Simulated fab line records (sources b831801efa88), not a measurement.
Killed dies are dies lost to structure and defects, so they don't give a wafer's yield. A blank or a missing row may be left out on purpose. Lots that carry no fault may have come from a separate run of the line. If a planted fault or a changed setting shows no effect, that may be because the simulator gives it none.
Which tool did it?	flow gf180mcu	Sampling: 6 lots, 18 wafers, 2 of 602 route steps

== WHAT THE GAUGES READ, wafer by wafer ==
GF_SAB_THK_MEAS_01.
lot	measured	on	SAB_CVD_00_THK (nm)
L320	day 14 18:53	film metro-01	49.4 50.5 50.7
L328	day 17 11:44	film metro-01	49.6 80.3 50.9
L335	day 19 17:20	film metro-02	50.1 49.7 50.8
L337	day 20 09:26	film metro-01	49.6 49.0 50.2
L339	day 21 02:20	film metro-02	49.9 49.8 50.5
L341	day 21 20:43	film metro-01	49.9 49.3 50.3

== EACH LOT AND THE TOOL THAT RAN IT (in order: tool; ch and the chambers of the sampled wafers; start) ==
lot	GF_SAB_CVD_00
L320	pecvd-04 ch 0,1, day 14 18:50
L328	pecvd-01 ch 0,2, day 17 11:42
L335	pecvd-01 ch 0,1, day 19 17:20
L337	pecvd-04 ch 0,2, day 20 09:25
L339	pecvd-01 ch 0,1,2, day 21 02:17
L341	pecvd-04 ch 0,1,2, day 21 20:42
- GF_SAB_CVD_00: deposits SiO2 from TEOS, target thk 50 nm, time 4.9302 s.

== THE ANSWER, worked out from the rows above alone ==
Rule: the usual values come from the lots themselves. The widest of any qualifying gaps counts: lots, ordered by their means at a reading, are off when they make up no more than a third of the lots, leave a main group of 4 or more, and stand apart from it by 3 or more times the standard deviation of that group's means. The tables above print the reading to a certain number of digits; a main group whose means all agree to those digits is not used. A lot without any number at a reading at which 4 lots or more have one is off too. The other lots that the step has rows for count as sound.
Off: L328, seen at GF_SAB_THK_MEAS_01 (SAB_CVD_00_THK). The main group has a mean of 50.0 nm with a standard deviation of 0.23.
If a tool, at a process step before that reading, ran all the lots that are off and no sound lot after the first of them, it fits. The gauges at GF_SAB_THK_MEAS_01 are tried like those tools. Of those tried, none fits.

== WHAT THE SIMULATOR PUT IN ==
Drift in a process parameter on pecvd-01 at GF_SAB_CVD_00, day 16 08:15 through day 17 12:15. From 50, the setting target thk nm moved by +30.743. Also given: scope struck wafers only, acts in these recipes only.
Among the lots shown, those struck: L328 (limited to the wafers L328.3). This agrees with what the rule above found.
